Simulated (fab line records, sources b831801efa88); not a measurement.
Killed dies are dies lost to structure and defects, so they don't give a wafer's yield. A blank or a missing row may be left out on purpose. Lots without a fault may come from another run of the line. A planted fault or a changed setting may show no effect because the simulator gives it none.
Split-lot experiment | flow sky130 | 5 lots, 23 wafers read, on a route of 708 steps

THE SPLIT
At SKY_SONOS_TUNNEL_DEVELOP_06 (develop time 60 s), the setting develop_time_s was moved away from the recipe's 60 s on 12 of the 23 wafers read, by -7.4% to +7.3%. The other wafers ran this setting at the recipe's value.

The file shows no step between the split and the reading.

THE READING
cd_nm, in nm, at SKY_SONOS_TUNNEL_CD_MEAS_07 (target cd 410 nm). Fault-free wafers of this fab line usually give 410.8 nm, standard deviation 2.4 nm.

wafer  | tool, chamber at the split | develop_time_s as run, s | against the recipe | cd_nm, nm | against lot-mates on the recipe
L076.1 | litho_track-04, 0          | 64.38                    | +7.3%              | 420.5     | +5.6
L076.2 | litho_track-04, 0          | 60                       | recipe             | 414.2     | -
L076.3 | litho_track-04, 0          | 60                       | recipe             | 415.5     | -
L076.5 | litho_track-04, 0          | 64.38                    | +7.3%              | 423.0     | +8.1
L076.6 | litho_track-04, 0          | 64.38                    | +7.3%              | 422.0     | +7.1
L078.1 | litho_track-03, 0          | 60                       | recipe             | 410.6     | -
L078.3 | litho_track-03, 0          | 55.56                    | -7.4%              | 403.4     | -6.9
L078.4 | litho_track-03, 0          | 55.56                    | -7.4%              | 401.5     | -8.8
L078.5 | litho_track-03, 0          | 60                       | recipe             | 409.9     | -
L078.6 | litho_track-03, 0          | 55.56                    | -7.4%              | 402.8     | -7.4
L081.4 | litho_track-01, 0          | 60                       | recipe             | 410.2     | -
L081.5 | litho_track-01, 0          | 60                       | recipe             | 409.2     | -
L081.6 | litho_track-01, 0          | 60                       | recipe             | 408.1     | -
L083.1 | litho_track-04, 0          | 60                       | recipe             | 406.7     | -
L083.2 | litho_track-04, 0          | 60                       | recipe             | 406.9     | -
L083.3 | litho_track-04, 0          | 56.82                    | -5.3%              | 399.4     | -7.4
L083.4 | litho_track-04, 0          | 56.82                    | -5.3%              | 402.0     | -4.8
L083.5 | litho_track-04, 0          | 56.82                    | -5.3%              | 401.6     | -5.2
L084.1 | litho_track-01, 0          | 63.27                    | +5.4%              | 416.6     | +5.1
L084.2 | litho_track-01, 0          | 60                       | recipe             | 410.8     | -
L084.3 | litho_track-01, 0          | 63.27                    | +5.4%              | 416.6     | +5.1
L084.4 | litho_track-01, 0          | 63.27                    | +5.4%              | 414.5     | +3.0
L084.5 | litho_track-01, 0          | 60                       | recipe             | 412.2     | -

THE FIT
A straight line over all 23 wafers: cd_nm changes by +1.33 nm for each +1% of develop_time_s; r = +0.93; the points scatter about the line by 2.5 nm.
The same after taking each lot's own level away (the mean of its wafers on the recipe; 23 wafers): +0.98 nm for each +1%; r = +0.98; scatter 0.95 nm.
On that fit, the largest move of develop_time_s shifts the reading by 7.3 nm.
The lots' own levels span 406.80 to 414.85 nm, that is 3.4 times the standard deviation above.
So the lot-to-lot level changes the slope: the two fits differ.
Check: with one of the wafers moved furthest among these (-7.4%) left out of the fit, the line predicts -7.66 nm for it against its lot-mates. It came out at -6.85 nm against them.

OTHER SPLITS ON THESE WAFERS
These wafers also went through other splits before the reading. Each is held against what the fit with the lots' levels taken away leaves over:
other split on the same wafers             | wafers away from the commonest value | r with cd_nm (lot level and that fit taken away)
SKY_NWELL_COAT_05 resist_thk_nm            | 7                                    | +0.08
SKY_NWELL_EXPOSE_07 dose_mj                | 7                                    | -0.02
SKY_VT_ADJUST_HVTP_STRIP_10 pressure_mtorr | 10                                   | +0.11
SKY_VT_ADJUST_NCORE_COAT_02 resist_thk_nm  | 6                                    | -0.05
SKY_VT_ADJUST_HVTR_COAT_02 spin_rpm        | 4                                    | -0.45
SKY_VT_ADJUST_HVTR_EXPOSE_04 dose_mj       | 10                                   | +0.06

THE FILE'S OWN FIT
cd_nm changes by +0.982 nm for each +1% of develop_time_s, r = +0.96.
